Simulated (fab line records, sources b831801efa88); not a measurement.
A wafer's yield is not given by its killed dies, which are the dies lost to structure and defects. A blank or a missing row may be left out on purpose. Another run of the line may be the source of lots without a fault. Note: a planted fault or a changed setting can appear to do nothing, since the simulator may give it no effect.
Which tool was responsible? :: flow sky130 :: Sampling: 10 lots, 30 wafers, 5 of 708 route steps

## WHAT EACH GAUGE READ, for each wafer
SKY_PAD_OPEN_BOW_MEAS_13.
lot: L142
measured: day 46 17:12
on: film metro-02
PAD_OPEN_BOW (um): 43 61 65

lot: L144
measured: day 47 02:02
on: film metro-02
PAD_OPEN_BOW (um): 53 60 49

lot: L146
measured: day 47 11:49
on: film metro-03
PAD_OPEN_BOW (um): 122 122 105

lot: L147
measured: day 47 21:31
on: film metro-02
PAD_OPEN_BOW (um): 114 107 100

lot: L151
measured: day 48 18:22
on: film metro-03
PAD_OPEN_BOW (um): 53 62 51

lot: L155
measured: day 49 17:44
on: film metro-03
PAD_OPEN_BOW (um): 55 48 33

lot: L156
measured: day 49 19:34
on: film metro-03
PAD_OPEN_BOW (um): 38 41 27

lot: L158
measured: day 50 05:54
on: film metro-03
PAD_OPEN_BOW (um): 56 53 61

lot: L161
measured: day 50 15:34
on: film metro-03
PAD_OPEN_BOW (um): 71 65 56

lot: L162
measured: day 50 17:31
on: film metro-02
PAD_OPEN_BOW (um): 47 43 55

## WHICH TOOL RAN EACH LOT (tool, then ch and the chambers of the sampled wafers, then the start)
lot: L142
SKY_METAL5_SPUTTER_04: pvd sputter-01, day 43 20:59
SKY_PASSIVATION_ETCH_11: rie diel-03 ch 0,3, day 45 17:40
SKY_PAD_OPEN_STRIP_08: plasma asher-02 ch 0,1, day 46 15:07
SKY_PAD_OPEN_ANNEAL_12: furnace-02 ch 0, day 46 15:42

lot: L144
SKY_METAL5_SPUTTER_04: pvd sputter-03, day 44 06:59
SKY_PASSIVATION_ETCH_11: rie diel-04 ch 0,1,2, day 46 03:22
SKY_PAD_OPEN_STRIP_08: plasma asher-02 ch 0,1, day 46 23:55
SKY_PAD_OPEN_ANNEAL_12: furnace-02 ch 0, day 47 00:32

lot: L146
SKY_METAL5_SPUTTER_04: pvd sputter-02, day 44 17:06
SKY_PASSIVATION_ETCH_11: rie diel-03 ch 0,1,3, day 46 12:58
SKY_PAD_OPEN_STRIP_08: plasma asher-04 ch 0,1, day 47 09:43
SKY_PAD_OPEN_ANNEAL_12: furnace-02, day 47 10:19

lot: L147
SKY_METAL5_SPUTTER_04: pvd sputter-01, day 45 03:08
SKY_PASSIVATION_ETCH_11: rie diel-01 ch 1,2, day 46 22:49
SKY_PAD_OPEN_STRIP_08: plasma asher-04 ch 0,1, day 47 19:16
SKY_PAD_OPEN_ANNEAL_12: furnace-02, day 47 20:00

lot: L151
SKY_METAL5_SPUTTER_04: pvd sputter-02, day 46 03:31
SKY_PASSIVATION_ETCH_11: rie diel-03 ch 0,3, day 47 20:58
SKY_PAD_OPEN_STRIP_08: plasma asher-04 ch 0,1, day 48 16:13
SKY_PAD_OPEN_ANNEAL_12: furnace-02 ch 0, day 48 16:52

lot: L155
SKY_METAL5_SPUTTER_04: pvd sputter-01, day 47 05:49
SKY_PASSIVATION_ETCH_11: rie diel-03 ch 0,2,3, day 48 21:28
SKY_PAD_OPEN_STRIP_08: plasma asher-02 ch 0,1, day 49 15:34
SKY_PAD_OPEN_ANNEAL_12: furnace-02 ch 0, day 49 16:13

lot: L156
SKY_METAL5_SPUTTER_04: pvd sputter-01, day 47 08:09
SKY_PASSIVATION_ETCH_11: rie diel-03 ch 2,3, day 48 23:34
SKY_PAD_OPEN_STRIP_08: plasma asher-02 ch 0,1, day 49 17:07
SKY_PAD_OPEN_ANNEAL_12: furnace-02 ch 0, day 49 18:02

lot: L158
SKY_METAL5_SPUTTER_04: pvd sputter-01, day 47 20:41
SKY_PASSIVATION_ETCH_11: rie diel-04 ch 0,2,3, day 49 10:37
SKY_PAD_OPEN_STRIP_08: plasma asher-03 ch 0,1, day 50 03:49
SKY_PAD_OPEN_ANNEAL_12: furnace-02 ch 0, day 50 04:24

lot: L161
SKY_METAL5_SPUTTER_04: pvd sputter-01, day 48 07:46
SKY_PASSIVATION_ETCH_11: rie diel-04 ch 1,2,3, day 49 20:16
SKY_PAD_OPEN_STRIP_08: plasma asher-03 ch 0,1, day 50 13:28
SKY_PAD_OPEN_ANNEAL_12: furnace-01 ch 0, day 50 14:04

lot: L162
SKY_METAL5_SPUTTER_04: pvd sputter-03, day 48 10:46
SKY_PASSIVATION_ETCH_11: rie diel-04 ch 2,3, day 49 23:10
SKY_PAD_OPEN_STRIP_08: plasma asher-03 ch 0,1, day 50 15:25
SKY_PAD_OPEN_ANNEAL_12: furnace-02 ch 0, day 50 15:58
- SKY_METAL5_SPUTTER_04: material TiN, target thk 70 nm, time 58.3 s.
- SKY_PASSIVATION_ETCH_11: etches the open film in CF4/O2, stops on AlCu, target depth 725 nm, time 161.1 s.
- SKY_PAD_OPEN_STRIP_08: strips in O2/N2.
- SKY_PAD_OPEN_ANNEAL_12

## AS READ BY THE TOOLS THEMSELVES (means over the sampled wafers that have a number; for cases with no such wafer, the mark the record gives instead)
SKY_METAL5_SPUTTER_04.
lot: L142
tool: pvd sputter-01
chamber pressure pa (Pa): 0.3996
throttle valve pct (%): 30.7

lot: L144
tool: pvd sputter-03
chamber pressure pa (Pa): 0.3999
throttle valve pct (%): 29.2

lot: L146
tool: pvd sputter-02
chamber pressure pa (Pa): 0.4003
throttle valve pct (%): 29.9

lot: L147
tool: pvd sputter-01
chamber pressure pa (Pa): 0.3998
throttle valve pct (%): 31.3

lot: L151
tool: pvd sputter-02
chamber pressure pa (Pa): 0.4002
throttle valve pct (%): 29.9

lot: L155
tool: pvd sputter-01
chamber pressure pa (Pa): 0.4004
throttle valve pct (%): 30.4

lot: L156
tool: pvd sputter-01
chamber pressure pa (Pa): 0.3992
throttle valve pct (%): 30.9

lot: L158
tool: pvd sputter-01
chamber pressure pa (Pa): 0.3989
throttle valve pct (%): 30.5

lot: L161
tool: pvd sputter-01
chamber pressure pa (Pa): 0.4001
throttle valve pct (%): 29.9

lot: L162
tool: pvd sputter-03
chamber pressure pa (Pa): 0.4004
throttle valve pct (%): 29.1

SKY_PASSIVATION_ETCH_11.
lot: L142
tool: rie diel-03
drypump motor current A (A): 5.79
oes product au (a.u.): 0.971
throttle valve pct (%): 5.970

lot: L144
tool: rie diel-04
drypump motor current A (A): 5.84
oes product au (a.u.): 0.975
throttle valve pct (%): 5.968

lot: L146
tool: rie diel-03
drypump motor current A (A): 5.85
oes product au (a.u.): 0.972
throttle valve pct (%): 5.968

lot: L147
tool: rie diel-01
drypump motor current A (A): 5.57
oes product au (a.u.): 0.970
throttle valve pct (%): 5.962

lot: L151
tool: rie diel-03
drypump motor current A (A): 5.72
oes product au (a.u.): 0.980
throttle valve pct (%): 5.967

lot: L155
tool: rie diel-03
drypump motor current A (A): 5.66
oes product au (a.u.): 0.981
throttle valve pct (%): 5.963

lot: L156
tool: rie diel-03
drypump motor current A (A): 5.73
oes product au (a.u.): 0.975
throttle valve pct (%): 5.967

lot: L158
tool: rie diel-04
drypump motor current A (A): 6.03
oes product au (a.u.): 0.979
throttle valve pct (%): 5.960

lot: L161
tool: rie diel-04
drypump motor current A (A): 5.96
oes product au (a.u.): 0.975
throttle valve pct (%): 5.967

lot: L162
tool: rie diel-04
drypump motor current A (A): 6.09
oes product au (a.u.): 0.976
throttle valve pct (%): 5.972

SKY_PAD_OPEN_STRIP_08.
lot: L142
tool: plasma asher-02
drypump motor current A (A): 5.8
n2 flow sccm (sccm): 300.0
oes product au (a.u.): 0.662
strip time to endpoint s (s): 37.22

lot: L144
tool: plasma asher-02
drypump motor current A (A): 5.6
n2 flow sccm (sccm): 299.8
oes product au (a.u.): 0.664
strip time to endpoint s (s): 37.05

lot: L146
tool: plasma asher-04
drypump motor current A (A): 5.2
n2 flow sccm (sccm): 300.0
oes product au (a.u.): 0.664
strip time to endpoint s (s): 37.07

lot: L147
tool: plasma asher-04
drypump motor current A (A): 5.2
n2 flow sccm (sccm): 300.9
oes product au (a.u.): 0.662
strip time to endpoint s (s): 37.08

lot: L151
tool: plasma asher-04
drypump motor current A (A): 5.2
n2 flow sccm (sccm): 300.2
oes product au (a.u.): 0.662
strip time to endpoint s (s): 37.12

lot: L155
tool: plasma asher-02
drypump motor current A (A): 5.6
n2 flow sccm (sccm): 300.5
oes product au (a.u.): 0.659
strip time to endpoint s (s): 37.16

lot: L156
tool: plasma asher-02
drypump motor current A (A): 5.6
n2 flow sccm (sccm): 299.7
oes product au (a.u.): 0.659
strip time to endpoint s (s): 36.96

lot: L158
tool: plasma asher-03
drypump motor current A (A): 5.5
n2 flow sccm (sccm): 299.9
oes product au (a.u.): 0.657
strip time to endpoint s (s): 37.08

lot: L161
tool: plasma asher-03
drypump motor current A (A): 5.3
n2 flow sccm (sccm): 298.6
oes product au (a.u.): 0.661
strip time to endpoint s (s): 37.08

lot: L162
tool: plasma asher-03
drypump motor current A (A): 5.3
n2 flow sccm (sccm): 299.2
oes product au (a.u.): 0.662
strip time to endpoint s (s): 37.23

SKY_PAD_OPEN_ANNEAL_12.
lot: L142
tool: furnace-02
ramp down c per min: 4.0001
ramp up c per min: 7.9992
zone power upper pct (%): 4.47

lot: L144
tool: furnace-02
ramp down c per min: 3.9999
ramp up c per min: 8.0006
zone power upper pct (%): 4.42

lot: L146
tool: furnace-02
ramp down c per min: -
ramp up c per min: -
zone power upper pct (%): -

lot: L147
tool: furnace-02
ramp down c per min: -
ramp up c per min: -
zone power upper pct (%): -

lot: L151
tool: furnace-02
ramp down c per min: 4.0000
ramp up c per min: 8.0003
zone power upper pct (%): 4.50

lot: L155
tool: furnace-02
ramp down c per min: 3.9998
ramp up c per min: 7.9993
zone power upper pct (%): 4.49

lot: L156
tool: furnace-02
ramp down c per min: 3.9998
ramp up c per min: 7.9995
zone power upper pct (%): 4.48

lot: L158
tool: furnace-02
ramp down c per min: 4.0004
ramp up c per min: 7.9985
zone power upper pct (%): 4.44

lot: L161
tool: furnace-01
ramp down c per min: 4.0001
ramp up c per min: 8.0008
zone power upper pct (%): 4.62

lot: L162
tool: furnace-02
ramp down c per min: 4.0005
ramp up c per min: 7.9998
zone power upper pct (%): 4.49

## THE ANSWER, worked out from the rows above alone
Rule: usual is defined by the lots themselves. The widest of any qualifying gaps counts: lots, ordered by their means at a reading, are off when they make up no more than a third of the lots, leave a main group of 4 or more, and stand apart from it by 3 or more times the standard deviation of that group's means. Not used: any main group whose means are identical at the precision the tables above print for the reading. A lot without any number at a reading at which 4 lots or more have one is off too. Where the step has rows for the other lots, those lots are counted as sound. Order of review: gauges by route order, followed by the tools' own readings, for which a lot's mean as printed above is used. The first step at which some lot is off is used, and at that step the reading that is off furthest; a lot without a number counts as furthest.
Off: L146, L147, at SKY_PAD_OPEN_BOW_MEAS_13 (PAD_OPEN_BOW). For the main group the mean is 52 um and the standard deviation 8.2.
If a tool, at a process step before that reading, ran all the lots that are off and no sound lot after the first of them, it fits. Not tried: the gauges at SKY_PAD_OPEN_BOW_MEAS_13; whatever is off there is also off at SKY_PAD_OPEN_ANNEAL_12, on other tools, and gauge error can't account for it. None of those tried fits.

## WHAT HAD BEEN PUT IN BY THE SIMULATOR
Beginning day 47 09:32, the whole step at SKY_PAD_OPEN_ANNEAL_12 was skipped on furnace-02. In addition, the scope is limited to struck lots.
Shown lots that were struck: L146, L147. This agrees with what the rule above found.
